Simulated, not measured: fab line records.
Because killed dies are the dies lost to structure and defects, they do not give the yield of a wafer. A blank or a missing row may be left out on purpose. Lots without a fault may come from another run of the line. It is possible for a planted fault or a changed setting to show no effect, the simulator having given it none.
fab line records    flow sky130
[record] lots = 24  wafers = 72  last-day = 51
route steps=708 shown METAL2@498 METAL3@532 CAPM@540 VIA3@589 METAL4@599
lots that met no fault: taken from a fault-free run of the same line
start-h: hours from the record's opening day to when the first of the lot's shown wafers began    wait-h: hours elapsed since this lot's preceding step    " as in the row above    L1.1+2: one row covering several wafers at once    - no value present, or no start provided    * or withheld: withheld    < > ~ a bound
route shown NAME@n: a module of which the file shows steps, and the number in the route of the first    usual: mean/standard deviation of fault-free wafers    same: alike in all rows    chamber/n: place in a boat    sites: each site's reading    _std_site: their standard deviation    _edge_site: the outer-site mean with the inner-site mean subtracted    radius-mm: for every site, how far away it sits from the centre of the wafer    mask NAME#n: copy n    behind: the tool/chamber that last shaped the wafer    hold: reason for holding the lot/hours on hold/outcome of the hold    device: names the non-switching transistor (n, p or np)    end of line: the tests these same wafers got at the end of their route    for a step that has no rows: nothing shown but its recipe    killed: dies that structure and defects cost at the first sort, which is not the same as the wafer's yield    map: a wafer's dies, marking killed ones x, the rest . and places with no die _
set.NAME: the run value of the setting; set.NAME@STEP: its run value at that earlier step    model.NAME: the simulator's own value behind a step, which no gauge read
route steps across a sampled set of lots; one table per step, one row per wafer
services: when a tool's chamber went out of use (start-h, in hours from the record's first day, below 0 if earlier), for how many hours, and the reason
[[steps]]
[step SKY_METAL2_CD_MEAS_15]
[recipe] target-cd-nm = 140
[usual] cd-nm = 140.4/1.6
lot.wafer  tool       chamber  start-h  wait-h  cd-nm
L074.2     cd-sem-02  -        852.44   -       141.1
L074.4     "          -        "        "       142.0
L074.5     "          -        "        "       140.3
L075.3     cd-sem-02  -        856.51   -       139.8
L075.5     "          -        "        "       140.6
L075.6     "          -        "        "       140.3
L076.1     cd-sem-01  -        860.59   -       140.0
L076.3     "          -        "        "       139.9
L076.5     "          -        "        "       140.5
L077.1     cd-sem-02  -        878.79   -       142.4
L077.5     "          -        "        "       141.2
L077.6     "          -        "        "       142.4
L078.4     cd-sem-01  -        883.57   -       139.0
L078.5     "          -        "        "       140.5
L078.6     "          -        "        "       137.9
L079.2     cd-sem-02  -        885.41   -       138.3
L079.5     "          -        "        "       138.8
L079.6     "          -        "        "       138.1
L080.2     cd-sem-02  -        888.81   -       140.1
L080.4     "          -        "        "       139.1
L080.5     "          -        "        "       139.9
L081.4     cd-sem-01  -        910.20   -       138.4
L081.5     "          -        "        "       140.2
L081.6     "          -        "        "       138.5
L082.2     cd-sem-02  -        911.46   -       143.0
L082.4     "          -        "        "       142.3
L082.6     "          -        "        "       143.0
L083.1     cd-sem-01  -        914.29   -       136.8
L083.5     "          -        "        "       137.7
L083.6     "          -        "        "       135.8
L084.1     cd-sem-02  -        920.46   -       143.1
L084.3     "          -        "        "       141.7
L084.4     "          -        "        "       142.5
L085.1     cd-sem-02  -        936.64   -       139.3
L085.3     "          -        "        "       140.1
L085.4     "          -        "        "       141.3
L086.1     cd-sem-01  -        940.51   -       139.0
L086.3     "          -        "        "       139.0
L086.5     "          -        "        "       137.9
L087.2     cd-sem-01  -        945.44   -       139.9
L087.4     "          -        "        "       139.7
L087.5     "          -        "        "       138.9
L088.2     cd-sem-01  -        946.73   -       138.5
L088.4     "          -        "        "       140.0
L088.6     "          -        "        "       138.2
L089.1     cd-sem-01  -        959.96   -       141.6
L089.2     "          -        "        "       140.7
L089.3     "          -        "        "       142.4
L090.4     cd-sem-01  -        963.07   -       143.9
L090.5     "          -        "        "       142.0
L090.6     "          -        "        "       143.8
L091.2     cd-sem-02  -        970.51   -       140.6
L091.3     "          -        "        "       140.0
L091.6     "          -        "        "       139.9
L092.4     cd-sem-01  -        971.33   -       142.2
L092.5     "          -        "        "       139.9
L092.6     "          -        "        "       142.1
L093.1     cd-sem-02  -        985.34   -       141.3
L093.3     "          -        "        "       139.5
L093.4     "          -        "        "       140.9
L094.3     cd-sem-01  -        987.76   -       140.3
L094.5     "          -        "        "       140.7
L094.6     "          -        "        "       141.5
L095.1     cd-sem-01  -        1000.72  -       139.7
L095.4     "          -        "        "       138.9
L095.5     "          -        "        "       140.0
L096.2     cd-sem-01  -        1001.81  -       140.2
L096.4     "          -        "        "       142.1
L096.5     "          -        "        "       142.1
L097.2     cd-sem-01  -        1012.06  -       140.8
L097.5     "          -        "        "       140.9
L097.6     "          -        "        "       139.9
[step SKY_METAL3_SPUTTER_00]
[recipe] material = Ti  target-thk-nm = 15  power-w = 3000  time-s = 10  chamber-pressure-pa = 0.4
[usual] throttle-valve-pct = 30.1/0.65
lot.wafer  tool            chamber  start-h  wait-h  throttle-valve-pct
L074.2     pvd-sputter-02  -        882.48   0.2     29.8
L074.4     "               -        "        "       29.9
L074.5     "               -        "        "       30.6
L075.3     pvd-sputter-02  -        885.99   0.1     30.8
L075.5     "               -        "        "       29.8
L075.6     "               -        "        "       30.2
L076.1     pvd-sputter-02  -        889.98   0.2     30.1
L076.3     "               -        "        "       30.9
L076.5     "               -        "        "       31.1
L077.1     pvd-sputter-04  -        907.47   0.1     29.2
L077.5     "               -        "        "       28.3
L077.6     "               -        "        "       29.3
L078.4     pvd-sputter-03  -        913.97   0.2     29.7
L078.5     "               -        "        "       30.6
L078.6     "               -        "        "       29.8
L079.2     pvd-sputter-02  -        915.44   0.2     30.1
L079.5     "               -        "        "       29.9
L079.6     "               -        "        "       30.0
L080.2     pvd-sputter-04  -        917.60   0.2     29.3
L080.4     "               -        "        "       28.6
L080.5     "               -        "        "       30.7
L081.4     pvd-sputter-03  -        938.60   0.2     29.7
L081.5     "               -        "        "       29.6
L081.6     "               -        "        "       30.0
L082.2     pvd-sputter-02  -        941.04   0.1     30.2
L082.4     "               -        "        "       30.9
L082.6     "               -        "        "       30.3
L083.1     pvd-sputter-02  -        942.42   0.2     30.9
L083.5     "               -        "        "       30.5
L083.6     "               -        "        "       29.9
L084.1     pvd-sputter-03  -        949.22   0.2     31.0
L084.3     "               -        "        "       30.1
L084.4     "               -        "        "       29.6
L085.1     pvd-sputter-04  -        964.80   0.2     28.7
L085.3     "               -        "        "       30.5
L085.4     "               -        "        "       30.7
L086.1     pvd-sputter-03  -        969.42   0.2     29.8
L086.3     "               -        "        "       29.6
L086.5     "               -        "        "       30.0
L087.2     pvd-sputter-04  -        973.39   0.1     30.2
L087.4     "               -        "        "       28.6
L087.5     "               -        "        "       30.9
L088.2     pvd-sputter-04  -        974.89   0.1     31.0
L088.4     "               -        "        "       29.2
L088.6     "               -        "        "       28.5
L089.1     pvd-sputter-04  -        987.85   0.1     30.2
L089.2     "               -        "        "       30.7
L089.3     "               -        "        "       29.3
L090.4     pvd-sputter-03  -        990.72   0.1     30.3
L090.5     "               -        "        "       29.6
L090.6     "               -        "        "       30.0
L091.2     pvd-sputter-03  -        997.78   0.1     30.1
L091.3     "               -        "        "       30.2
L091.6     "               -        "        "       29.9
L092.4     pvd-sputter-02  -        999.23   0.1     30.1
L092.5     "               -        "        "       29.8
L092.6     "               -        "        "       30.0
L093.1     pvd-sputter-02  -        1012.99  0.1     30.3
L093.3     "               -        "        "       30.0
L093.4     "               -        "        "       30.9
L094.3     pvd-sputter-03  -        1015.21  0.2     30.9
L094.5     "               -        "        "       30.3
L094.6     "               -        "        "       30.9
L095.1     pvd-sputter-03  -        1027.23  0.1     30.6
L095.4     "               -        "        "       30.3
L095.5     "               -        "        "       29.9
L096.2     pvd-sputter-02  -        1028.45  0.1     30.8
L096.4     "               -        "        "       29.9
L096.5     "               -        "        "       31.1
L097.2     pvd-sputter-03  -        1039.65  0.1     29.7
L097.5     "               -        "        "       30.1
L097.6     "               -        "        "       31.0
[step SKY_METAL3_SPUTTER_01]
[recipe] material = TiN  target-thk-nm = 20  power-w = 6500  time-s = 16.7  chamber-pressure-pa = 0.4
[usual] throttle-valve-pct = 30.1/0.67
lot.wafer  tool            chamber  start-h  wait-h  throttle-valve-pct
L074.2     pvd-sputter-02  -        882.50   0.0     30.1
L074.4     "               -        "        "       30.2
L074.5     "               -        "        "       30.7
L075.3     pvd-sputter-02  -        886.02   0.0     30.7
L075.5     "               -        "        "       29.8
L075.6     "               -        "        "       30.1
L076.1     pvd-sputter-02  -        890.00   0.0     30.0
L076.3     "               -        "        "       31.0
L076.5     "               -        "        "       31.0
L077.1     pvd-sputter-04  -        907.49   0.0     29.4
L077.5     "               -        "        "       28.5
L077.6     "               -        "        "       29.2
L078.4     pvd-sputter-03  -        913.99   0.0     29.8
L078.5     "               -        "        "       30.8
L078.6     "               -        "        "       29.8
L079.2     pvd-sputter-02  -        915.47   0.0     29.9
L079.5     "               -        "        "       29.9
L079.6     "               -        "        "       29.7
L080.2     pvd-sputter-04  -        917.62   0.0     29.2
L080.4     "               -        "        "       28.5
L080.5     "               -        "        "       30.9
L081.4     pvd-sputter-03  -        938.63   0.0     29.8
L081.5     "               -        "        "       29.4
L081.6     "               -        "        "       30.1
L082.2     pvd-sputter-02  -        941.07   0.0     30.4
L082.4     "               -        "        "       30.9
L082.6     "               -        "        "       30.2
L083.1     pvd-sputter-02  -        942.44   0.0     30.9
L083.5     "               -        "        "       30.5
L083.6     "               -        "        "       30.0
L084.1     pvd-sputter-03  -        949.24   0.0     30.8
L084.3     "               -        "        "       30.3
L084.4     "               -        "        "       29.5
L085.1     pvd-sputter-04  -        964.83   0.0     28.8
L085.3     "               -        "        "       30.6
L085.4     "               -        "        "       30.9
L086.1     pvd-sputter-03  -        969.44   0.0     29.6
L086.3     "               -        "        "       29.8
L086.5     "               -        "        "       30.1
L087.2     pvd-sputter-04  -        973.41   0.0     30.1
L087.4     "               -        "        "       28.5
L087.5     "               -        "        "       30.9
L088.2     pvd-sputter-04  -        974.91   0.0     30.7
L088.4     "               -        "        "       29.4
L088.6     "               -        "        "       28.4
L089.1     pvd-sputter-04  -        987.87   0.0     30.5
L089.2     "               -        "        "       30.7
L089.3     "               -        "        "       29.4
L090.4     pvd-sputter-03  -        990.74   0.0     30.3
L090.5     "               -        "        "       29.7
L090.6     "               -        "        "       29.9
L091.2     pvd-sputter-03  -        997.80   0.0     29.8
L091.3     "               -        "        "       30.2
L091.6     "               -        "        "       30.0
L092.4     pvd-sputter-02  -        999.25   0.0     30.2
L092.5     "               -        "        "       29.7
L092.6     "               -        "        "       29.8
L093.1     pvd-sputter-02  -        1013.01  0.0     30.1
L093.3     "               -        "        "       30.1
L093.4     "               -        "        "       30.9
L094.3     pvd-sputter-03  -        1015.23  0.0     31.1
L094.5     "               -        "        "       29.9
L094.6     "               -        "        "       30.7
L095.1     pvd-sputter-03  -        1027.25  0.0     30.8
L095.4     "               -        "        "       30.1
L095.5     "               -        "        "       30.0
L096.2     pvd-sputter-02  -        1028.48  0.0     30.8
L096.4     "               -        "        "       29.9
L096.5     "               -        "        "       30.7
L097.2     pvd-sputter-03  -        1039.67  0.0     29.8
L097.5     "               -        "        "       29.9
L097.6     "               -        "        "       30.7
[step SKY_CAPM_RS_MEAS_03]
[recipe] thk-meas-gauge = four-point-probe  reads = TiN_of_CAPM_SPUTTER_02
[usual] CAPM_TIN_RS = 6.94/0.064
lot.wafer  tool           chamber  start-h  wait-h  CAPM_TIN_RS[ohm/sq]
L074.2     film-metro-03  -        882.84   0.1     6.92
L074.4     "              -        "        "       6.91
L074.5     "              -        "        "       6.96
L075.3     film-metro-02  -        886.38   0.1     6.96
L075.5     "              -        "        "       6.84
L075.6     "              -        "        "       6.82
L076.1     film-metro-02  -        890.32   0.1     7.04
L076.3     "              -        "        "       6.96
L076.5     "              -        "        "       6.96
L077.1     film-metro-02  -        907.82   0.1     6.97
L077.5     "              -        "        "       6.91
L077.6     "              -        "        "       6.94
L078.4     film-metro-03  -        914.38   0.1     6.87
L078.5     "              -        "        "       6.99
L078.6     "              -        "        "       6.86
L079.2     film-metro-01  -        915.82   0.1     6.93
L079.5     "              -        "        "       6.89
L079.6     "              -        "        "       6.93
L080.2     film-metro-02  -        917.98   0.1     7.06
L080.4     "              -        "        "       6.90
L080.5     "              -        "        "       6.93
L081.4     film-metro-02  -        939.01   0.1     6.83
L081.5     "              -        "        "       6.90
L081.6     "              -        "        "       6.86
L082.2     film-metro-01  -        941.42   0.1     6.98
L082.4     "              -        "        "       7.01
L082.6     "              -        "        "       6.91
L083.1     film-metro-03  -        942.88   0.1     6.99
L083.5     "              -        "        "       6.98
L083.6     "              -        "        "       7.02
L084.1     film-metro-02  -        949.57   0.1     6.85
L084.3     "              -        "        "       6.81
L084.4     "              -        "        "       6.95
L085.1     film-metro-03  -        965.15   0.1     6.92
L085.3     "              -        "        "       6.95
L085.4     "              -        "        "       7.00
L086.1     film-metro-02  -        969.77   0.1     6.97
L086.3     "              -        "        "       7.00
L086.5     "              -        "        "       6.98
L087.2     film-metro-03  -        973.75   0.1     6.94
L087.4     "              -        "        "       6.96
L087.5     "              -        "        "       6.98
L088.2     film-metro-01  -        975.26   0.1     6.97
L088.4     "              -        "        "       6.99
L088.6     "              -        "        "       6.99
L089.1     film-metro-01  -        988.19   0.1     6.98
L089.2     "              -        "        "       6.93
L089.3     "              -        "        "       7.00
L090.4     film-metro-02  -        991.13   0.1     6.83
L090.5     "              -        "        "       6.86
L090.6     "              -        "        "       6.97
L091.2     film-metro-02  -        998.16   0.1     6.97
L091.3     "              -        "        "       6.97
L091.6     "              -        "        "       7.06
L092.4     film-metro-02  -        999.65   0.1     6.88
L092.5     "              -        "        "       6.89
L092.6     "              -        "        "       6.96
L093.1     film-metro-03  -        1013.33  0.1     6.89
L093.3     "              -        "        "       6.77
L093.4     "              -        "        "       6.86
L094.3     film-metro-02  -        1015.60  0.1     6.92
L094.5     "              -        "        "       6.96
L094.6     "              -        "        "       6.97
L095.1     film-metro-03  -        1027.58  0.1     7.10
L095.4     "              -        "        "       6.97
L095.5     "              -        "        "       6.97
L096.2     film-metro-01  -        1028.82  0.1     6.88
L096.4     "              -        "        "       6.89
L096.5     "              -        "        "       6.82
L097.2     film-metro-03  -        1040.02  0.1     6.85
L097.5     "              -        "        "       6.96
L097.6     "              -        "        "       6.97
[step SKY_VIA3_STRIP_16]
[recipe] chemistry = O2/N2  power-w = 1400  pressure-mtorr = 1500  platen-temp-c = withheld  o2-flow-sccm = 3000  n2-flow-sccm = 300  overash-fraction = 0.5
[usual] drypump-motor-current-A = 5.77/0.16  oes-product-au = 0.402/0.005  strip-time-to-endpoint-s = 4.125/0.024
[same] overash-fraction = 0.5
lot.wafer  tool             chamber  start-h  wait-h  drypump-motor-current-A  oes-product-au  rf-hours-counter-h  strip-time-to-endpoint-s
L074.2     plasma-asher-04  1        961.97   0.0     5.76                     0.404           85                  4.126
L074.4     "                0        "        "       6.05                     0.400           -                   4.132
L074.5     "                1        "        "       5.74                     0.407           -                   4.108
L075.3     plasma-asher-04  1        965.98   0.1     5.80                     0.402           -                   4.151
L075.5     "                0        "        "       6.03                     0.407           -                   4.204
L075.6     "                1        "        "       5.79                     0.411           -                   4.167
L076.1     plasma-asher-04  0        969.20   0.0     6.05                     0.400           86                  4.108
L076.3     "                0        "        "       6.03                     0.396           -                   4.110
L076.5     "                1        "        "       5.77                     0.396           -                   4.098
L077.1     plasma-asher-04  0        985.83   0.0     6.05                     0.407           88                  4.148
L077.5     "                0        "        "       6.04                     0.399           -                   4.123
L077.6     "                1        "        "       5.79                     0.407           -                   4.138
L078.4     plasma-asher-01  0        991.83   0.1     5.57                     0.402           -                   4.132
L078.5     "                0        "        "       5.56                     0.400           -                   4.107
L078.6     "                1        "        "       5.77                     0.404           -                   4.135
L079.2     plasma-asher-01  0        993.12   0.0     5.57                     0.399           24                  4.091
L079.5     "                1        "        "       5.72                     0.402           -                   4.102
L079.6     "                0        "        "       5.57                     0.398           -                   4.117
L080.2     plasma-asher-01  1        994.43   0.0     5.74                     0.396           24                  4.092
L080.4     "                0        "        "       5.56                     0.399           -                   4.087
L080.5     "                0        "        "       5.57                     0.398           -                   4.113
L081.4     plasma-asher-01  1        1015.23  0.1     5.75                     0.404           -                   4.149
L081.5     "                1        "        "       5.74                     0.402           -                   4.136
L081.6     "                0        "        "       5.56                     0.408           -                   4.128
L082.2     plasma-asher-04  1        1017.90  0.0     5.74                     0.408           90                  4.121
L082.4     "                0        "        "       6.06                     0.393           -                   4.130
L082.6     "                0        "        "       6.05                     0.404           -                   4.139
L083.1     plasma-asher-01  1        1019.62  0.0     5.73                     0.393           27                  4.126
L083.5     "                1        "        "       5.75                     0.399           -                   4.168
L083.6     "                0        "        "       5.57                     0.400           -                   4.116
L084.1     plasma-asher-02  1        1025.25  0.0     5.71                     0.407           120                 4.102
L084.3     "                1        "        "       5.72                     0.408           -                   4.084
L084.4     "                0        "        "       5.94                     0.395           -                   4.117
L085.1     plasma-asher-04  0        1038.53  0.0     6.06                     0.404           92                  4.140
L085.3     "                0        "        "       6.05                     0.408           -                   4.132
L085.4     "                1        "        "       5.80                     0.398           -                   4.157
L086.1     plasma-asher-01  0        1043.97  0.0     5.58                     0.396           29                  4.100
L086.3     "                1        "        "       5.73                     0.400           -                   4.122
L086.5     "                1        "        "       5.70                     0.406           -                   4.139
L087.2     plasma-asher-02  1        1047.97  0.0     5.70                     0.393           122                 4.118
L087.4     "                0        "        "       5.97                     0.401           -                   4.117
L087.5     "                1        "        "       5.72                     0.398           -                   4.119
L088.2     plasma-asher-01  0        1049.33  0.0     5.56                     0.399           30                  4.105
L088.4     "                0        "        "       5.55                     0.401           -                   4.136
L088.6     "                0        "        "       5.55                     0.401           -                   4.114
L089.1     plasma-asher-01  1        1062.30  0.0     5.72                     0.400           31                  4.127
L089.2     "                0        "        "       5.56                     0.403           31                  4.126
L089.3     "                1        "        "       5.76                     0.397           -                   4.089
L090.4     plasma-asher-01  1        1063.46  0.1     5.73                     0.395           -                   4.165
L090.5     "                1        "        "       5.77                     0.402           -                   4.113
L090.6     "                0        "        "       5.57                     0.407           -                   4.170
L091.2     plasma-asher-04  1        1070.17  0.0     5.78                     0.400           96                  4.095
L091.3     "                1        "        "       5.80                     0.402           -                   4.141
L091.6     "                0        "        "       6.04                     0.409           -                   4.119
L092.4     plasma-asher-02  0        1072.20  0.1     5.94                     0.408           -                   4.101
L092.5     "                1        "        "       5.73                     0.408           -                   4.148
L092.6     "                0        "        "       5.99                     0.393           -                   4.099
L093.1     plasma-asher-01  1        1085.89  0.0     5.72                     0.396           32                  4.131
L093.3     "                0        "        "       5.55                     0.399           -                   4.123
L093.4     "                1        "        "       5.72                     0.406           -                   4.135
L094.3     plasma-asher-01  1        1086.53  0.1     5.73                     0.407           -                   4.106
L094.5     "                0        "        "       5.56                     0.399           -                   4.105
L094.6     "                1        "        "       5.72                     0.395           -                   4.134
L095.1     plasma-asher-01  0        1101.49  0.0     5.56                     0.391           34                  4.125
L095.4     "                1        "        "       5.73                     0.390           -                   4.060
L095.5     "                0        "        "       5.57                     0.392           -                   4.123
L096.2     plasma-asher-02  0        1102.78  0.0     5.97                     0.400           4                   4.141
L096.4     "                1        "        "       5.70                     0.403           -                   4.153
L096.5     "                1        "        "       5.73                     0.398           -                   4.128
L097.2     plasma-asher-04  1        1109.70  0.0     5.75                     0.401           99                  4.154
L097.5     "                1        "        "       5.78                     0.413           -                   4.124
L097.6     "                0        "        "       6.03                     0.405           -                   4.130
[step SKY_METAL4_SPUTTER_01]
[recipe] material = TiN  target-thk-nm = 20  power-w = 6500  time-s = 16.7  chamber-pressure-pa = 0.3867
[usual] throttle-valve-pct = 29.9/0.83
lot.wafer  tool            chamber  start-h  wait-h  throttle-valve-pct
L074.2     pvd-sputter-04  -        963.25   0.0     31.1
L074.4     "               -        "        "       30.3
L074.5     "               -        "        "       29.1
L075.3     pvd-sputter-03  -        967.53   0.0     30.0
L075.5     "               -        "        "       31.0
L075.6     "               -        "        "       29.7
L076.1     pvd-sputter-04  -        970.56   0.0     28.6
L076.3     "               -        "        "       30.3
L076.5     "               -        "        "       30.4
L077.1     pvd-sputter-03  -        987.20   0.0     30.1
L077.5     "               -        "        "       29.6
L077.6     "               -        "        "       30.2
L078.4     pvd-sputter-01  -        993.38   0.0     28.9
L078.5     "               -        "        "       31.1
L078.6     "               -        "        "       28.9
L079.2     pvd-sputter-04  -        994.70   0.0     30.8
L079.5     "               -        "        "       30.4
L079.6     "               -        "        "       29.2
L080.2     pvd-sputter-03  -        995.74   0.0     29.8
L080.4     "               -        "        "       29.9
L080.5     "               -        "        "       31.0
L081.4     pvd-sputter-04  -        1016.72  0.0     28.5
L081.5     "               -        "        "       30.9
L081.6     "               -        "        "       28.5
L082.2     pvd-sputter-04  -        1019.18  0.0     30.1
L082.4     "               -        "        "       29.1
L082.6     "               -        "        "       30.3
L083.1     pvd-sputter-03  -        1020.89  0.0     31.0
L083.5     "               -        "        "       30.0
L083.6     "               -        "        "       30.9
L084.1     pvd-sputter-03  -        1026.68  0.0     29.9
L084.3     "               -        "        "       30.8
L084.4     "               -        "        "       29.5
L085.1     pvd-sputter-04  -        1039.88  0.0     28.7
L085.3     "               -        "        "       30.2
L085.4     "               -        "        "       29.4
L086.1     pvd-sputter-01  -        1045.33  0.0     30.9
L086.3     "               -        "        "       28.4
L086.5     "               -        "        "       28.8
L087.2     pvd-sputter-04  -        1049.40  0.0     28.7
L087.4     "               -        "        "       31.1
L087.5     "               -        "        "       28.6
L088.2     pvd-sputter-01  -        1050.74  0.0     28.8
L088.4     "               -        "        "       29.0
L088.6     "               -        "        "       28.5
L089.1     pvd-sputter-03  -        1063.57  0.0     30.2
L089.2     "               -        "        "       30.9
L089.3     "               -        "        "       29.6
L090.4     pvd-sputter-03  -        1064.73  0.0     30.2
L090.5     "               -        "        "       31.0
L090.6     "               -        "        "       29.9
L091.2     pvd-sputter-03  -        1071.52  0.0     31.1
L091.3     "               -        "        "       30.1
L091.6     "               -        "        "       30.0
L092.4     pvd-sputter-03  -        1073.58  0.0     30.9
L092.5     "               -        "        "       29.4
L092.6     "               -        "        "       29.8
L093.1     pvd-sputter-01  -        1087.22  0.0     28.8
L093.3     "               -        "        "       28.4
L093.4     "               -        "        "       31.1
L094.3     pvd-sputter-04  -        1087.92  0.0     29.0
L094.5     "               -        "        "       30.7
L094.6     "               -        "        "       30.2
L095.1     pvd-sputter-04  -        1103.05  0.0     30.9
L095.4     "               -        "        "       28.7
L095.5     "               -        "        "       28.8
L096.2     pvd-sputter-03  -        1104.38  0.0     29.5
L096.4     "               -        "        "       30.6
L096.5     "               -        "        "       29.9
L097.2     pvd-sputter-03  -        1111.20  0.0     29.7
L097.5     "               -        "        "       30.2
L097.6     "               -        "        "       30.7
[[services]]
tool             chamber  start-h  hours  kind
pvd-sputter-02   -        863.18   4.3    repair
pvd-sputter-04   0        875.01   -      consumable-replace:kit
pvd-sputter-04   0        875.01   18.0   scheduled-down
pvd-sputter-04   0        875.01   18.0   vent-cycle
plasma-asher-02  -        880.79   18.3   repair
plasma-asher-02  -        891.27   2.8    repair
plasma-asher-04  -        923.14   3.5    repair
pvd-sputter-02   3        931.91   -      consumable-replace:kit
pvd-sputter-02   3        931.91   18.0   scheduled-down
pvd-sputter-02   3        931.91   18.0   vent-cycle
plasma-asher-02  -        963.28   2.8    pm
pvd-sputter-03   -        991.61   0.9    repair
pvd-sputter-03   1        997.94   -      consumable-replace:kit
pvd-sputter-03   1        997.94   18.0   scheduled-down
pvd-sputter-03   1        997.94   18.0   vent-cycle
pvd-sputter-01   -        999.56   1.9    repair
plasma-asher-04  -        1014.03  1.7    repair
pvd-sputter-04   3        1021.22  -      consumable-replace:kit
pvd-sputter-04   3        1021.22  18.0   scheduled-down
pvd-sputter-04   3        1021.22  18.0   vent-cycle
pvd-sputter-03   -        1041.60  7.9    repair
plasma-asher-02  -        1055.25  9.0    pm
plasma-asher-01  -        1066.00  9.7    repair
pvd-sputter-02   2        1088.57  -      consumable-replace:kit
[[key]]
fault none
